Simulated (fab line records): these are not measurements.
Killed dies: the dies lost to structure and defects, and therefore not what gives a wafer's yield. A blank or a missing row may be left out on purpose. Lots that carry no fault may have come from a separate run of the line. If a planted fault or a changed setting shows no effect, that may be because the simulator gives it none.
Problem report in the 8D (eight disciplines) form, filled by code || flow sky130 || the parts of the form that need people (team, actions taken, sign-off) are left out

## 1. WHAT IS WRONG
At SKY_METAL1_ETCH_18, bias_w averages 89.1 W over 2 wafers from 2 lots, while fault-free wafers read 100.0 W, standard deviation 0.33. Relative to the usual mean, that is a shift of -33 standard deviations.
The step: etches BARC in N2/H2, stops on SiO2, time 45.9 s, target depth 60 nm.
Seen first at day 37 09:29 on rie_metal-01, wafer L933.5. Wafers with a number at this step in the record: 33, from 11 lots. Rule for "out" (also "out of limits"): further than 4 standard deviations from the usual mean. All remaining wafers that have a number are taken as sound.

## 2. WHAT IT IS, AND WHAT IT ISN'T
{"question": "which readings at this step", "is": "bias_w", "is not": "drypump_motor_current_A, he_backside_leak_sccm, oes_product_au, throttle_valve_pct"}
{"question": "which lots", "is": "L933, L934", "is not": "L920, L921, L922, L924, L925, L926, L929, L931, L937"}
{"question": "which wafers of those lots", "is": "L933.5, L934.6", "is not": "L933.2, L933.6, L934.2, L934.5"}
{"question": "read on which tools", "is": "rie_metal-01", "is not": "rie_metal-02, rie_metal-03"}
{"question": "when", "is": "from day 37 09:29", "is not": "up to then (26 sound wafers); but 5 sound wafers of L934, L937 came after"}

## 3. THE SUSPECTS, EACH WITH WHAT RULES IT OUT
Counting: a tool at a process step up to the reading stays a suspect if it ran every lot that is out. Sound lots after the first of them don't rule it out here, since some wafers of a struck lot are sound.
- rie_diel-04 at SKY_CONTACT_ETCH_17 (etches SiO2 in C4F8/O2/Ar, stops on Si3N4, target depth 340 nm): kept. It processed each lot that is out (first: L933, day 36 07:23); up to then, its last sound lot is L929 (day 35 12:55).
- rie_metal-01 at SKY_METAL1_ETCH_18 (etches BARC in N2/H2, stops on SiO2, time 45.9 s, target depth 60 nm): kept. It processed each lot that is out (first: L933, day 37 09:29); up to then, its last sound lot is L931 (day 37 02:14). Its own readings are out on those wafers: bias_w.
- Within rie_diel-04 at SKY_CONTACT_ETCH_17: the wafers that are out ran in chamber 2; their sound lot-mates ran in chambers 1, 3.
- At SKY_METAL1_ETCH_18 on rie_metal-01, chamber 1 took the sound wafers of the same lots and chamber 0 took the wafers that are out.
Left after counting: rie_diel-04 at SKY_CONTACT_ETCH_17, rie_metal-01 at SKY_METAL1_ETCH_18.

## 4. THE CAUSE (what the simulator had put in)
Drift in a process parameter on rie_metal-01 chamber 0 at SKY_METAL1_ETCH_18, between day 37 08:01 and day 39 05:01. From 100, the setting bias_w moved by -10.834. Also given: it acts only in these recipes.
Counting left 2 suspects, and this tool is among them.

## 5. THE EFFECT CHAIN, in route order
Each row: a reading whose mean over the struck wafers that have a number lies more than 3 standard deviations from the usual. Scope: only readings with a usual standard deviation given in the record; hours: median across lots of the time from each lot's start at the first step in this table that gives one to its start at this step; sigmas: change in usual standard deviations.
{"hours": 0, "step": "SKY_METAL1_ETCH_18", "reading": "bias_w", "usual": "100.0 W", "on struck wafers": 89.1, "change": -10.9, "sigmas": -33}
Its process steps:
- SKY_METAL1_ETCH_18: etches BARC in N2/H2, stops on SiO2, time 45.9 s, target depth 60 nm.

## 6. HOW IT WOULD HAVE BEEN CAUGHT EARLIER
In this record the first reading out of limits was taken at day 37 09:29, 1 hour after the fault began at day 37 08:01.
